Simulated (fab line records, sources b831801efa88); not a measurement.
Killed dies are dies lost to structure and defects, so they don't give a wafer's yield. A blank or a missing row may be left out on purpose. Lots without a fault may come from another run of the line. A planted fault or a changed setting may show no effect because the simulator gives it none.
fab line records | flow sky130 | part 2 of 2: steps 30 to 39 of 39
record lots=5 wafers=15 last_day=49
route steps=708 shown VT_ADJUST_PCH@152 SONOS_TUNNEL@154 SONOS_ONO@168 GATE_OXIDE@187
lots that met no fault: from a run of the same line without faults
start_h: hours from the record's first day to the start of the lot's first wafer shown | wait_h: hours since the lot's step before | " the same as in the row above | L1.1+2: a row that stands for several wafers | - no value, or no start given | * or withheld: withheld | < > ~ a bound
route shown NAME@n: a module of which the file shows steps, and the number in the route of the first | usual: mean/standard deviation of fault-free wafers | same: alike in all rows | chamber/n: place in a boat | sites: the reading at each site | _std_site: their standard deviation | _edge_site: outer sites' mean less inner sites' | radius_mm: how far each site lies from the wafer's centre | mask NAME#n: copy n | behind: the tool/chamber that last shaped the wafer | hold: why the lot was held/for how many hours/how that ended | device: the transistor (n, p or np) that didn't switch | end of line: the same wafers' tests at the end of the route | a step without rows: its recipe alone | killed: dies lost to structure and defects at the first sort, not the wafer's yield | map: a wafer's dies, x killed, . not, _ none there
set.NAME: the setting as run; set.NAME@STEP: as run at that earlier step | model.NAME: the simulator's own value behind a step, which no gauge read
lots at some steps of the route; a table a step, a row a wafer
services: from which hour (start_h, from the record's first day; less than 0 if before it) a tool's chamber was out of use, for how many hours, and why
## steps
# step SKY_SONOS_ONO_CD_MEAS_13
# recipe target_cd_nm=410
# usual cd_nm=409.7/2.2
# columns lot.wafer tool chamber start_h wait_h cd_nm
L074.1 cd_sem-02 - 283.42 0.1 408.6
L074.4 " - " " 408.0
L074.6 " - " " 408.0
L079.1 cd_sem-02 - 323.91 0.1 410.1
L079.4 " - " " 412.9
L079.5 " - " " 411.6
L087.3 cd_sem-02 - 387.21 0.1 408.6
L087.4 " - " " 406.3
L087.5 " - " " 408.0
L089.1 cd_sem-01 - 397.82 0.1 410.2
L089.4 " - " " 412.4
L089.5 " - " " 410.1
L091.1 cd_sem-01 - 417.52 0.1 409.7
L091.2 " - " " 409.5
L091.3 " - " " 409.4
# step SKY_SONOS_ONO_OVL_MEAS_14
# usual SONOS_ONO_OVL=-0.3/1.3
# columns lot.wafer tool chamber start_h wait_h SONOS_ONO_OVL[nm]
L074.1 overlay-01 - 283.54 0.1 -0.4
L074.4 " - " " -0.7
L074.6 " - " " -1.4
L079.1 overlay-01 - 324.03 0.1 -1.7
L079.4 " - " " 0.8
L079.5 " - " " 0.3
L087.3 overlay-02 - 387.30 0.1 -1.2
L087.4 " - " " 0.6
L087.5 " - " " -1.2
L089.1 overlay-02 - 397.94 0.1 -1.3
L089.4 " - " " 0.9
L089.5 " - " " 0.1
L091.1 overlay-01 - 417.64 0.1 -1.8
L091.2 " - " " -0.9
L091.3 " - " " -0.5
# step SKY_SONOS_ONO_ETCH_15
# recipe target_depth_nm=19.52 chemistry=CHF3/O2 source_w=600 bias_w=200 pressure_mtorr=40 chf3_flow_sccm=50 O2_flow_sccm=5 time_s=7.8
# usual O2_flow_sccm=5.001/0.015 drypump_motor_current_A=5.8/0.35 oes_product_au=0.997/0.013 rf_fwd_power_W=588.3/2.9 throttle_valve_pct=8.824/0.0099
# columns lot.wafer tool chamber start_h wait_h O2_flow_sccm drypump_motor_current_A oes_product_au rf_fwd_power_W rf_hours_counter_h throttle_valve_pct
L074.1 rie_diel-02 0 283.57 0.0 4.988 5.1 1.011 590.5 68 8.835
L074.4 " 2 " " 5.005 5.8 0.991 587.0 74 8.820
L074.6 " 1 " " 4.984 5.7 0.998 591.6 - 8.818
L079.1 rie_diel-02 0 324.07 0.0 4.975 5.1 1.003 588.2 69 8.825
L079.4 " 1 " " 4.976 5.7 0.992 587.6 87 8.838
L079.5 " 1 " " 5.034 5.7 0.993 589.2 - 8.818
L087.3 rie_diel-02 0 387.32 0.0 5.024 5.1 1.001 589.7 70 8.824
L087.4 " 1 " " 4.993 5.7 0.994 590.7 88 8.821
L087.5 " 2 " " 4.974 5.8 0.994 587.0 - 8.826
L089.1 rie_diel-01 3 397.97 0.0 5.014 5.5 0.972 588.4 7 8.811
L089.4 " 0 " " 4.977 6.2 1.012 590.3 3 8.828
L089.5 " 3 " " 4.994 5.5 0.981 586.4 - 8.826
L091.1 rie_diel-03 1 417.67 0.0 5.002 5.6 1.023 582.3 23 8.829
L091.2 " 0 " " 4.977 6.0 0.980 589.6 15 8.835
L091.3 " 3 " " 4.999 6.2 1.001 582.8 4 8.819
# step SKY_SONOS_ONO_WET_ETCH_16
# recipe chemistry=dHF target_depth_nm=14 dry=n2_spin target=SiO2 dilution=100:1 temp_c=25 time_s=280
# columns lot.wafer tool chamber start_h wait_h
L074.1+4+6 wet_bench-04 3 283.60 0.0
L079.1+4+5 wet_bench-02 2 324.09 0.0
L087.3+4+5 wet_bench-04 2 387.34 0.0
L089.1+4+5 wet_bench-04 2 397.99 0.0
L091.1+2+3 wet_bench-02 3 417.69 0.0
# step SKY_SONOS_ONO_STRIP_17
# recipe chemistry=O2/N2 power_w=1400 pressure_mtorr=1500 platen_temp_c=withheld o2_flow_sccm=3000 n2_flow_sccm=300 overash_fraction=0.5
# usual drypump_motor_current_A=5.8/0.5 oes_product_au=0.710/0.0042 strip_time_to_endpoint_s=14.10/0.042
# columns lot.wafer tool chamber start_h wait_h drypump_motor_current_A oes_product_au rf_hours_counter_h strip_time_to_endpoint_s
L074.1 plasma_asher-02 0 283.68 0.0 5.5 0.712 59 14.17
L074.4 " 1 " " 5.4 0.712 - 14.21
L074.6 " 0 " " 5.5 0.715 - 14.18
L079.1 plasma_asher-02 1 324.19 0.0 5.4 0.704 63 14.10
L079.4 " 1 " " 5.4 0.711 - 14.08
L079.5 " 1 " " 5.4 0.706 - 14.05
L087.3 plasma_asher-01 0 387.46 0.0 6.6 0.706 - 14.11
L087.4 " 1 " " 5.4 0.705 - 14.10
L087.5 " 0 " " 6.6 0.709 - 14.06
L089.1 plasma_asher-03 0 398.08 0.0 6.5 0.705 57 14.17
L089.4 " 0 " " 6.5 0.722 - 14.11
L089.5 " 0 " " 6.5 0.711 - 14.15
L091.1 plasma_asher-01 0 417.79 0.0 6.6 0.711 29 14.13
L091.2 " 1 " " 5.4 0.702 29 14.18
L091.3 " 1 " " 5.4 0.711 - 14.17
# step SKY_SONOS_ONO_WET_ETCH_18
# recipe chemistry=H3PO4 target_depth_nm=15 target=Si3N4 temp_c=160 time_s=172
# columns lot.wafer tool chamber start_h wait_h
L074.1+4+6 wet_bench-02 2 283.78 0.1
L079.1+4+5 wet_bench-04 0 324.29 0.1
L087.3+4+5 wet_bench-02 3 387.53 0.0
L089.1+4+5 wet_bench-02 2 398.18 0.1
L091.1+2+3 wet_bench-03 2 417.89 0.1
# step SKY_GATE_OXIDE_CLEAN_00
# recipe chemistry=SC1/SC2 mix=1:4:20 temp_c=70 time_s=150 dry=n2_spin
# columns lot.wafer tool chamber start_h wait_h
L074.1+4+6 wet_bench-03 2 283.84 0.0
L079.1+4+5 wet_bench-03 0 324.36 0.0
L087.3+4+5 wet_bench-03 2 387.59 0.0
L089.1+4+5 wet_bench-03 2 398.24 0.0
L091.1+2+3 wet_bench-04 0 417.95 0.0
# step SKY_GATE_OXIDE_OXIDATION_01
# recipe temp_c=900 ambient=O2 stabilise_s=600 purge_s=300 target_thk_a=102.68 ox_time_s=1473
# usual ox_temp_c_max=904.1/1.6 zone_power_bottom_pct=25.5/2.6 zone_power_top_pct=31.7/0.97
# same ox_time_s=1473
# columns lot.wafer tool chamber start_h wait_h ox_temp_c_max zone_power_bottom_pct zone_power_top_pct
L074.1 furnace-02 0 283.89 0.0 903.2 27.8 32.5
L074.4 " 0 " " 903.3 27.9 32.6
L074.6 " 0 " " 904.0 27.9 32.7
L079.1 furnace-02 0 324.94 0.5 902.2 28.0 32.5
L079.4 " 0 " " 902.8 28.1 32.6
L079.5 " 0 " " 902.3 27.7 32.7
L087.3 furnace-02 0 389.96 2.3 903.5 28.3 32.0
L087.4 " 0 " " 903.0 27.8 31.7
L087.5 " 0 " " 903.1 28.0 32.9
L089.1 furnace-02 0 398.36 0.1 903.2 27.8 32.5
L089.4 " 0 " " 903.5 27.7 32.6
L089.5 " 0 " " 903.5 27.5 32.3
L091.1 furnace-01 0 419.50 1.5 905.4 22.5 30.7
L091.2 " 0 " " 905.4 23.0 30.5
L091.3 " 0 " " 906.8 22.8 31.0
# step SKY_GATE_OXIDE_THK_MEAS_02
# recipe reads=SiO2_of_GATE_OXIDE_OXIDATION_01
# usual GATE_OXIDE_OXIDATION_00_THK=10.33/0.2
# columns lot.wafer tool chamber start_h wait_h GATE_OXIDE_OXIDATION_00_THK[nm]
L074.1 film_metro-02 - 285.30 0.0 10.44
L074.4 " - " " 10.62
L074.6 " - " " 10.48
L079.1 film_metro-01 - 326.35 0.0 10.33
L079.4 " - " " 10.28
L079.5 " - " " 10.17
L087.3 film_metro-02 - 391.39 0.0 10.38
L087.4 " - " " 10.41
L087.5 " - " " 10.37
L089.1 film_metro-03 - 399.77 0.0 10.30
L089.4 " - " " 10.39
L089.5 " - " " 10.29
L091.1 film_metro-02 - 420.91 0.0 10.51
L091.2 " - " " 10.25
L091.3 " - " " 10.47
# step SKY_GATE_OXIDE_DEHYDRATE_03
# recipe temp_c=200 time_s=60
# columns lot.wafer tool chamber start_h wait_h
L074.1+4+6 litho_track-03 0 297.12 11.8
L079.1+4+5 litho_track-01 0 338.96 12.6
L087.3+4+5 litho_track-01 0 404.81 13.4
L089.1+4+5 litho_track-02 0 414.63 14.8
L091.1+2+3 litho_track-01 0 434.96 14.0
## services
# columns tool chamber start_h hours kind
implanter-03 - 205.65 1.7 repair
furnace-01 - 214.18 3.2 pm
furnace-02 - 223.49 2.4 repair
rie_diel-01 - 227.10 2.3 repair
rie_diel-01 3 230.48 4.0 repair
furnace-01 - 232.82 5.0 pm
plasma_asher-01 - 246.70 2.5 repair
furnace-01 - 246.89 8.5 pm
implanter-03 - 247.46 5.5 pm
wet_bench-02 - 248.74 1.2 repair
furnace-02 - 294.98 3.4 pm
implanter-04 - 353.48 3.6 repair
wet_bench-04 - 355.10 5.2 repair
rie_diel-02 0 356.09 5.9 repair
plasma_asher-01 - 356.30 3.4 repair
iline_stepper-01 - 372.27 1.7 pm
implanter-02 - 372.94 9.5 repair
rie_diel-02 - 375.59 2.8 pm
plasma_asher-03 - 376.58 2.9 repair
iline_stepper-02 - 396.71 1.7 pm
wet_bench-02 - 412.35 4.1 repair
implanter-04 - 420.58 0.7 repair
plasma_asher-02 - 421.25 9.0 pm
furnace-02 - 431.81 5.2 pm
